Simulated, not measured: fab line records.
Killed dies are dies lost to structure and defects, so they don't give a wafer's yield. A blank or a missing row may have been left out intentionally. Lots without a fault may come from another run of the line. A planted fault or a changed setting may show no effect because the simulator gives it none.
fab line records    flow sfqLine
record lots=13  wafers=39  lastDay=83
route steps=325 shown L0V@16
lots that met no fault: taken from a fault-free run of the same line
startH: hours from the record's first day to the start of the lot's first wafer shown    waitH: hours from the lot's prior step to this one    " as in the row above    L1.1+2: a single row standing in for several wafers    - no value, or no start was given    * or withheld: withheld    < > ~ a bound
route shown NAME@n: a module of which the file shows steps, and the number in the route of the first    usual: the fault-free wafers' mean and standard deviation    same: alike in all rows    chamber/n: place in a boat    sites: readings site by site    _std_site: the values' standard deviation    _edge_site: the outer-site mean with the inner-site mean subtracted    radiusMm: how far each site lies from the wafer's centre    mask NAME#n: copy n    behind: the last tool/chamber to shape the wafer    hold: cause of the lot's hold/its duration in hours/its outcome    device: the transistor (n, p or np) that didn't switch    end of line: tests of these same wafers at the route's end    a step without rows: its recipe alone    killed: at the first sort, the dies lost to defects and structure; wafer yield is something else    map: per-die view of a wafer (x killed, . not killed, _ where there is no die)
set.NAME: the setting as run; set.NAME@STEP: as run at that earlier step    model.NAME: the simulator's own value behind a step, which no gauge read
one table for each step of the route and one row for each wafer, over a sample of lots
services: when a tool's chamber went out of use (startH, in hours from the record's first day, below 0 if earlier), for how many hours, and the reason
## steps
# step SFQ_TRILAYER_L0_CAP_PECVD_011
# recipe material=SiO2  tempC=150  timeS=13.333  pressureTorr=2.4  rfW=183.3  precursor=SiH4/N2O  targetThkNm=60
# usual heaterPowerW=81/16  rfFwdPowerW=179.9/0.99  throttleValvePct=25.7/1.2
lot.wafer  tool      chamber  startH  waitH  heaterPowerW  rfFwdPowerW  sinceWetCleanH  throttleValvePct
L473.2     pecvd-01  0        83.09   0.0    108           180.6        997             27.6
L473.5     "         2        "       "      63            181.3        -               26.7
L473.6     "         1        "       "      70            178.8        -               23.5
L475.1     pecvd-01  0        95.11   0.0    115           180.4        1009            27.5
L475.4     "         2        "       "      67            180.7        -               26.7
L475.5     "         1        "       "      83            178.9        -               24.0
L476.1     pecvd-02  2        98.69   0.0    72            180.5        1382            25.9
L476.2     "         0        "       "      80            181.1        1382            24.8
L476.3     "         1        "       "      64            180.8        1382            26.8
L477.1     pecvd-02  2        103.49  0.0    82            179.4        1387            26.2
L477.4     "         1        "       "      49            180.5        -               27.5
L477.6     "         0        "       "      81            179.5        -               24.9
L478.1     pecvd-03  1        105.89  0.0    79            180.3        651             24.5
L478.3     "         0        "       "      101           179.5        651             25.7
L478.5     "         2        "       "      87            177.8        -               25.1
L479.1     pecvd-02  0        107.09  0.0    77            -            1391            24.7
L479.3     "         1        "       "      60            181.5        1391            27.1
L479.6     "         0        "       "      78            -            -               24.8
L484.2     pecvd-03  2        136.41  0.0    85            178.7        681             25.2
L484.3     "         1        "       "      78            179.9        681             24.5
L484.6     "         2        "       "      87            178.8        -               24.9
L488.3     pecvd-03  0        163.45  0.0    98            179.7        708             25.9
L488.4     "         2        "       "      76            179.3        -               25.1
L488.6     "         0        "       "      100           179.2        -               25.7
L489.2     pecvd-03  0        170.06  0.0    107           178.8        715             25.8
L489.5     "         1        "       "      77            181.1        -               24.5
L489.6     "         2        "       "      88            178.4        -               25.2
L492.1     pecvd-02  1        187.61  0.0    54            180.0        1471            27.2
L492.3     "         2        "       "      75            179.3        1471            25.7
L492.6     "         0        "       "      81            181.1        -               24.9
L493.2     pecvd-03  2        194.81  0.0    78            178.1        740             25.1
L493.3     "         1        "       "      80            180.0        740             24.5
L493.5     "         2        "       "      78            178.6        -               25.4
L494.3     pecvd-01  1        197.21  0.0    79            179.0        1111            23.9
L494.4     "         2        "       "      66            181.1        -               26.6
L494.5     "         0        "       "      108           180.0        -               27.5
L495.1     pecvd-01  1        203.25  0.0    68            179.0        1117            23.8
L495.2     "         0        "       "      107           179.4        1117            27.8
L495.6     "         0        "       "      103           179.4        -               27.5
# step SFQ_TRILAYER_L0_VIA_ETCH_VIA_ETCH_016
# recipe target=SiO2  stopOn=MoNx_KI  maskMaterial=PR  chemistry=CHF3  targetDepthNm=80  sourceW=500  biasW=80  pressureMtorr=30  timeS=withheld
# usual drypumpMotorCurrentA=5.6/0.44  oesProductAu=0.843/0.0071  rfFwdPowerW=494.8/2
lot.wafer  tool        chamber  startH  waitH  drypumpMotorCurrentA  oesProductAu  rfFwdPowerW
L473.2     rieDiel-04  3        158.33  0.0    5.5                   0.833         496.3
L473.5     "           3        "       "      5.6                   0.841         497.0
L473.6     "           2        "       "      5.5                   0.843         494.7
L475.1     rieDiel-01  2        171.66  0.0    5.7                   0.840         491.7
L475.4     "           1        "       "      5.8                   0.842         494.8
L475.5     "           1        "       "      5.8                   0.846         495.0
L476.1     rieDiel-02  1        176.05  0.0    5.1                   0.844         494.5
L476.2     "           0        "       "      6.4                   0.851         497.9
L476.3     "           2        "       "      5.6                   0.844         494.5
L477.1     rieDiel-04  2        180.81  0.0    5.5                   0.837         496.9
L477.4     "           1        "       "      4.8                   0.844         495.1
L477.6     "           3        "       "      5.6                   0.850         494.7
L478.1     rieDiel-02  1        184.41  0.0    5.1                   0.831         493.6
L478.3     "           2        "       "      5.6                   0.841         492.9
L478.5     "           2        "       "      5.6                   0.849         493.3
L479.1     rieDiel-04  1        185.61  0.0    4.9                   0.771         496.7
L479.3     "           2        "       "      5.6                   0.844         494.0
L479.6     "           1        "       "      4.9                   0.799         495.2
L484.2     rieDiel-02  0        215.61  0.0    6.4                   0.851         496.7
L484.3     "           3        "       "      5.3                   0.836         495.1
L484.6     "           0        "       "      6.4                   0.848         493.6
L488.3     rieDiel-02  3        244.38  0.0    5.3                   0.836         494.4
L488.4     "           2        "       "      5.6                   0.841         493.9
L488.6     "           0        "       "      6.4                   0.849         496.4
L489.2     rieDiel-01  2        255.18  0.0    5.7                   0.843         494.9
L489.5     "           0        "       "      5.8                   0.854         490.8
L489.6     "           1        "       "      5.8                   0.857         497.3
L492.1     rieDiel-02  2        277.56  0.0    5.6                   0.843         495.6
L492.3     "           3        "       "      5.3                   0.832         494.4
L492.6     "           2        "       "      5.6                   0.840         492.7
L493.2     rieDiel-01  3        287.16  0.0    5.2                   0.848         493.8
L493.3     "           1        "       "      5.8                   0.838         498.9
L493.5     "           3        "       "      5.2                   0.852         493.7
L494.3     rieDiel-04  2        289.56  0.0    5.5                   0.831         500.5
L494.4     "           1        "       "      4.8                   0.840         496.5
L494.5     "           0        "       "      6.1                   0.844         494.8
L495.1     rieDiel-01  0        290.76  0.0    5.9                   0.843         491.6
L495.2     "           2        "       "      5.7                   0.837         494.6
L495.6     "           2        "       "      5.7                   0.848         492.5
## services
tool        chamber  startH  hours  kind
rieDiel-04  1        64.90   4.7    repair
rieDiel-01  2        111.75  12.3   repair
rieDiel-04  1        131.11  -      clean
rieDiel-04  1        131.11  29.5   scheduledDown
rieDiel-04  1        131.11  29.5   ventCycle
pecvd-01    0        149.08  3.8    repair
pecvd-03    2        172.83  6.0    repair
pecvd-02    1        181.03  5.4    repair
pecvd-02    -        194.25  14.0   pm
pecvd-02    0        194.25  14.0   ventCycle
pecvd-02    1        194.25  14.0   ventCycle
pecvd-02    2        194.25  14.0   ventCycle
rieDiel-02  -        202.08  3.0    repair
rieDiel-02  0        202.66  5.5    repair
rieDiel-04  2        206.22  7.1    repair
pecvd-02    0        208.25  -      clean
pecvd-02    1        208.25  -      clean
pecvd-02    2        208.25  -      clean
rieDiel-04  2        216.95  -      clean
rieDiel-04  2        216.95  14.1   scheduledDown
pecvd-01    0        224.12  6.2    repair
pecvd-02    -        235.74  2.8    pm
pecvd-01    -        254.23  0.9    repair
pecvd-03    -        282.57  2.0    repair
## key
firstSign step=SFQ_TRILAYER_L0_VIA_ETCH_VIA_ETCH_016  reading=oesProductAu  direction=down  sigmas=8.2  usual=0.843  struck=0.785
effect none on later readings
metAt SFQ_TRILAYER_L0_CAP_PECVD_011
struckLots L479
struckWafers L479.1,L479.6
onsetBetween 103.49 107.09
fault kind=processParameterDrift  tool=pecvd-02  chamber=0  onsetH=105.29  steps=SFQ_TRILAYER_L0_CAP_PECVD_011  channel=timeS  offset=*  shape=step  endH=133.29  actsIn=*  stated=*
